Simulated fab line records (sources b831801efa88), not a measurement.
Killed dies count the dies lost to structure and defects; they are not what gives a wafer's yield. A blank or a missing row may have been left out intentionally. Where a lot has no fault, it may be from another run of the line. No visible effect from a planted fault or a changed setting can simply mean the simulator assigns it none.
Which tool did it? / flow sky130 / 36 wafers from 12 lots sampled at 5 of the route's 708 steps

== WHAT THE GAUGES SHOWED, per wafer ==
SKY_LI_CONTACT_RS_MEAS_22: uses a four-point probe to measure. Usual: for LI_CONTACT_W_RS the level is 0.286 ohm/sq and the standard deviation is 0.0034.
lot=L970; measured=day 29 14:25; on=film metro-02; LI_CONTACT_W_RS (ohm/sq)=0.284 0.287 0.287; flag=
lot=L969; measured=day 29 16:55; on=film metro-01; LI_CONTACT_W_RS (ohm/sq)=0.281 0.284 0.284; flag=
lot=L972; measured=day 30 05:08; on=film metro-01; LI_CONTACT_W_RS (ohm/sq)=0.289 0.285 0.288; flag=
lot=L971; measured=day 30 08:46; on=film metro-04; LI_CONTACT_W_RS (ohm/sq)=0.286 0.282 0.289; flag=
lot=L973; measured=day 30 15:47; on=film metro-02; LI_CONTACT_W_RS (ohm/sq)=0.282 0.287 0.287; flag=
lot=L976; measured=day 31 15:37; on=film metro-02; LI_CONTACT_W_RS (ohm/sq)=0.287 0.285 0.283; flag=
lot=L975; measured=day 31 18:32; on=film metro-01; LI_CONTACT_W_RS (ohm/sq)=0.292 0.289 0.288; flag=
lot=L978; measured=day 32 09:35; on=film metro-02; LI_CONTACT_W_RS (ohm/sq)=0.284 0.286 0.288; flag=
lot=L980; measured=day 32 19:14; on=film metro-02; LI_CONTACT_W_RS (ohm/sq)=0.286 0.284 0.291; flag=
lot=L982; measured=day 33 17:06; on=film metro-01; LI_CONTACT_W_RS (ohm/sq)=0.285 0.286 0.284; flag=
lot=L989; measured=day 35 11:13; on=film metro-04; LI_CONTACT_W_RS (ohm/sq)=0.285 0.280 0.284; flag=
lot=L990; measured=day 35 14:56; on=film metro-02; LI_CONTACT_W_RS (ohm/sq)=0.289 0.284 0.285; flag=

SKY_CONTACT_THK_MEAS_01. Usual: for CONTACT_CVD_00_THK the level is 75.2 nm and the standard deviation is 0.98.
lot=L970; measured=day 30 21:37; on=film metro-02; CONTACT_CVD_00_THK (nm)=75.1 75.2 76.2; flag=
lot=L969; measured=day 30 23:12; on=film metro-02; CONTACT_CVD_00_THK (nm)=73.5 73.7 74.7; flag=
lot=L972; measured=day 31 11:29; on=film metro-02; CONTACT_CVD_00_THK (nm)=75.4 73.9 74.5; flag=
lot=L971; measured=day 31 14:16; on=film metro-03; CONTACT_CVD_00_THK (nm)=75.0 75.2 76.8; flag=
lot=L973; measured=day 31 20:56; on=film metro-02; CONTACT_CVD_00_THK (nm)=74.3 76.2 75.6; flag=
lot=L976; measured=day 32 19:04; on=film metro-04; CONTACT_CVD_00_THK (nm)=75.0 75.0 76.2; flag=
lot=L975; measured=day 32 22:16; on=film metro-02; CONTACT_CVD_00_THK (nm)=74.9 75.3 75.6; flag=
lot=L978; measured=day 33 14:13; on=film metro-04; CONTACT_CVD_00_THK (nm)=74.0 74.4 76.2; flag=
lot=L980; measured=day 34 00:08; on=film metro-03; CONTACT_CVD_00_THK (nm)=76.1 76.1 76.6; flag=
lot=L982; measured=day 34 20:55; on=film metro-04; CONTACT_CVD_00_THK (nm)=71.7 72.5 75.8; flag=
lot=L989; measured=day 36 14:03; on=film metro-02; CONTACT_CVD_00_THK (nm)=75.6 75.0 76.3; flag=
lot=L990; measured=day 36 17:57; on=film metro-04; CONTACT_CVD_00_THK (nm)=74.6 74.4 75.3; flag=

== WHAT TOOL EACH LOT RAN ON (gives the tool, then ch and the chambers of the sampled wafers, and finally the start) ==
lot=L970; SKY_LI_CONTACT_ETCH_15=rie diel-03 ch 0,2, day 29 13:46; SKY_LOCAL_INTERCONNECT_STRIP_15=plasma asher-03 ch 0,1, day 30 20:58; SKY_CONTACT_CVD_00=pecvd-03 ch 1,2, day 30 21:34
lot=L969; SKY_LI_CONTACT_ETCH_15=rie diel-02 ch 0,1,3, day 29 16:16; SKY_LOCAL_INTERCONNECT_STRIP_15=plasma asher-02 ch 0,1, day 30 22:32; SKY_CONTACT_CVD_00=pecvd-02 ch 0,1, day 30 23:10
lot=L972; SKY_LI_CONTACT_ETCH_15=rie diel-02 ch 0,1,3, day 30 04:26; SKY_LOCAL_INTERCONNECT_STRIP_15=plasma asher-03 ch 0,1, day 31 10:38; SKY_CONTACT_CVD_00=pecvd-04 ch 0,1,2, day 31 11:27
lot=L971; SKY_LI_CONTACT_ETCH_15=rie diel-02 ch 0,3, day 30 08:05; SKY_LOCAL_INTERCONNECT_STRIP_15=plasma asher-03 ch 0,1, day 31 13:35; SKY_CONTACT_CVD_00=pecvd-02 ch 0,2, day 31 14:14
lot=L973; SKY_LI_CONTACT_ETCH_15=rie diel-03 ch 1,2, day 30 15:07; SKY_LOCAL_INTERCONNECT_STRIP_15=plasma asher-03 ch 0,1, day 31 20:17; SKY_CONTACT_CVD_00=pecvd-03 ch 1,2, day 31 20:53
lot=L976; SKY_LI_CONTACT_ETCH_15=rie diel-02 ch 1,3, day 31 14:56; SKY_LOCAL_INTERCONNECT_STRIP_15=plasma asher-01 ch 0,1, day 32 18:26; SKY_CONTACT_CVD_00=pecvd-03 ch 0,1, day 32 19:02
lot=L975; SKY_LI_CONTACT_ETCH_15=rie diel-02 ch 1,3, day 31 17:50; SKY_LOCAL_INTERCONNECT_STRIP_15=plasma asher-02 ch 0,1, day 32 21:40; SKY_CONTACT_CVD_00=pecvd-04 ch 0,2, day 32 22:13
lot=L978; SKY_LI_CONTACT_ETCH_15=rie diel-02 ch 0,1,3, day 32 08:55; SKY_LOCAL_INTERCONNECT_STRIP_15=plasma asher-03 ch 0,1, day 33 13:35; SKY_CONTACT_CVD_00=pecvd-03 ch 1,2, day 33 14:11
lot=L980; SKY_LI_CONTACT_ETCH_15=rie diel-03 ch 0,2,3, day 32 18:32; SKY_LOCAL_INTERCONNECT_STRIP_15=plasma asher-02 ch 0,1, day 33 23:31; SKY_CONTACT_CVD_00=pecvd-02 ch 0,1,2, day 34 00:06
lot=L982; SKY_LI_CONTACT_ETCH_15=rie diel-03 ch 0,2,3, day 33 16:28; SKY_LOCAL_INTERCONNECT_STRIP_15=plasma asher-01 ch 0,1, day 34 20:14; SKY_CONTACT_CVD_00=pecvd-03 ch 0,2, day 34 20:52
lot=L989; SKY_LI_CONTACT_ETCH_15=rie diel-03 ch 0,1, day 35 10:32; SKY_LOCAL_INTERCONNECT_STRIP_15=plasma asher-02 ch 0,1, day 36 13:25; SKY_CONTACT_CVD_00=pecvd-04 ch 0,2, day 36 13:59
lot=L990; SKY_LI_CONTACT_ETCH_15=rie diel-01 ch 0,2,3, day 35 14:16; SKY_LOCAL_INTERCONNECT_STRIP_15=plasma asher-03 ch 0,1, day 36 16:43; SKY_CONTACT_CVD_00=pecvd-02 ch 0,1, day 36 17:54
- SKY_LI_CONTACT_ETCH_15: etches PSG in C4F8/O2/Ar, stops on Si, target depth 600 nm.
- SKY_LOCAL_INTERCONNECT_STRIP_15: strips in O2/N2.
- SKY_CONTACT_CVD_00: deposits Si3N4, target thk 75 nm.

== AS READ BY THE TOOLS THEMSELVES (means over the sampled wafers that have a number; for cases with no such wafer, the mark the record gives instead) ==
SKY_LI_CONTACT_ETCH_15. Usual: oes product au 0.837 a.u., standard deviation 0.0047; rf fwd power W 1441 W, standard deviation 4.6.
lot=L970; tool=rie diel-03; oes product au (a.u.)=0.840; rf fwd power W (W)=1442; flag=
lot=L969; tool=rie diel-02; oes product au (a.u.)=0.837; rf fwd power W (W)=1437; flag=
lot=L972; tool=rie diel-02; oes product au (a.u.)=0.840; rf fwd power W (W)=1443; flag=
lot=L971; tool=rie diel-02; oes product au (a.u.)=0.834; rf fwd power W (W)=1442; flag=
lot=L973; tool=rie diel-03; oes product au (a.u.)=0.838; rf fwd power W (W)=1442; flag=
lot=L976; tool=rie diel-02; oes product au (a.u.)=0.842; rf fwd power W (W)=1436; flag=
lot=L975; tool=rie diel-02; oes product au (a.u.)=0.835; rf fwd power W (W)=1441; flag=
lot=L978; tool=rie diel-02; oes product au (a.u.)=0.834; rf fwd power W (W)=1440; flag=
lot=L980; tool=rie diel-03; oes product au (a.u.)=0.830; rf fwd power W (W)=1439; flag=
lot=L982; tool=rie diel-03; oes product au (a.u.)=0.839; rf fwd power W (W)=1439; flag=
lot=L989; tool=rie diel-03; oes product au (a.u.)=0.837; rf fwd power W (W)=1439; flag=
lot=L990; tool=rie diel-01; oes product au (a.u.)=0.840; rf fwd power W (W)=1442; flag=

SKY_LOCAL_INTERCONNECT_STRIP_15. Usual: drypump motor current A 6.0 A, standard deviation 0.31; oes product au 0.428 a.u., standard deviation 0.0046; strip time to endpoint s 4.722 s, standard deviation 0.016.
lot=L970; tool=plasma asher-03; drypump motor current A (A)=6.0; oes product au (a.u.)=0.428; strip time to endpoint s (s)=4.708; flag=
lot=L969; tool=plasma asher-02; drypump motor current A (A)=5.8; oes product au (a.u.)=0.423; strip time to endpoint s (s)=4.720; flag=
lot=L972; tool=plasma asher-03; drypump motor current A (A)=6.1; oes product au (a.u.)=0.428; strip time to endpoint s (s)=4.707; flag=
lot=L971; tool=plasma asher-03; drypump motor current A (A)=6.0; oes product au (a.u.)=0.429; strip time to endpoint s (s)=4.703; flag=
lot=L973; tool=plasma asher-03; drypump motor current A (A)=6.0; oes product au (a.u.)=0.424; strip time to endpoint s (s)=4.710; flag=
lot=L976; tool=plasma asher-01; drypump motor current A (A)=5.7; oes product au (a.u.)=0.429; strip time to endpoint s (s)=4.723; flag=
lot=L975; tool=plasma asher-02; drypump motor current A (A)=6.1; oes product au (a.u.)=0.424; strip time to endpoint s (s)=4.712; flag=
lot=L978; tool=plasma asher-03; drypump motor current A (A)=6.0; oes product au (a.u.)=0.427; strip time to endpoint s (s)=4.710; flag=
lot=L980; tool=plasma asher-02; drypump motor current A (A)=6.1; oes product au (a.u.)=0.426; strip time to endpoint s (s)=4.718; flag=
lot=L982; tool=plasma asher-01; drypump motor current A (A)=5.7; oes product au (a.u.)=0.430; strip time to endpoint s (s)=4.726; flag=
lot=L989; tool=plasma asher-02; drypump motor current A (A)=6.1; oes product au (a.u.)=0.432; strip time to endpoint s (s)=4.726; flag=
lot=L990; tool=plasma asher-03; drypump motor current A (A)=6.0; oes product au (a.u.)=0.424; strip time to endpoint s (s)=4.716; flag=

SKY_CONTACT_CVD_00. Usual: heater power w 709 W, standard deviation 96; rf fwd power W 444.0 W, standard deviation 1.7.
lot=L970; tool=pecvd-03; heater power w (W)=670; rf fwd power W (W)=445.3; flag=
lot=L969; tool=pecvd-02; heater power w (W)=781; rf fwd power W (W)=442.6; flag=
lot=L972; tool=pecvd-04; heater power w (W)=736; rf fwd power W (W)=443.7; flag=
lot=L971; tool=pecvd-02; heater power w (W)=740; rf fwd power W (W)=444.8; flag=
lot=L973; tool=pecvd-03; heater power w (W)=652; rf fwd power W (W)=444.2; flag=
lot=L976; tool=pecvd-03; heater power w (W)=686; rf fwd power W (W)=443.0; flag=
lot=L975; tool=pecvd-04; heater power w (W)=738; rf fwd power W (W)=443.8; flag=
lot=L978; tool=pecvd-03; heater power w (W)=660; rf fwd power W (W)=442.5; flag=
lot=L980; tool=pecvd-02; heater power w (W)=803; rf fwd power W (W)=444.3; flag=
lot=L982; tool=pecvd-03; heater power w (W)=576; rf fwd power W (W)=443.2; flag=
lot=L989; tool=pecvd-04; heater power w (W)=677; rf fwd power W (W)=446.5; flag=
lot=L990; tool=pecvd-02; heater power w (W)=823; rf fwd power W (W)=443.4; flag=

== THE ANSWER, worked out from the rows above alone ==
Rule: a lot is off if the mean of its wafers that have a number lies more than 3 standard deviations from the usual mean. Also off: a lot with no number at a reading for which 4 or more lots have one. All remaining lots with rows at the step are treated as sound. The gauges are gone through in route order, then the tools' own readings, and for those a lot's mean is taken as printed above. At the first step where some lot is off, the reading lying furthest off is the one used; lots without a number count as furthest.
No lot is off on any of the readings shown, so nothing can be concluded from this.

== WHAT HAD BEEN PUT IN BY THE SIMULATOR ==
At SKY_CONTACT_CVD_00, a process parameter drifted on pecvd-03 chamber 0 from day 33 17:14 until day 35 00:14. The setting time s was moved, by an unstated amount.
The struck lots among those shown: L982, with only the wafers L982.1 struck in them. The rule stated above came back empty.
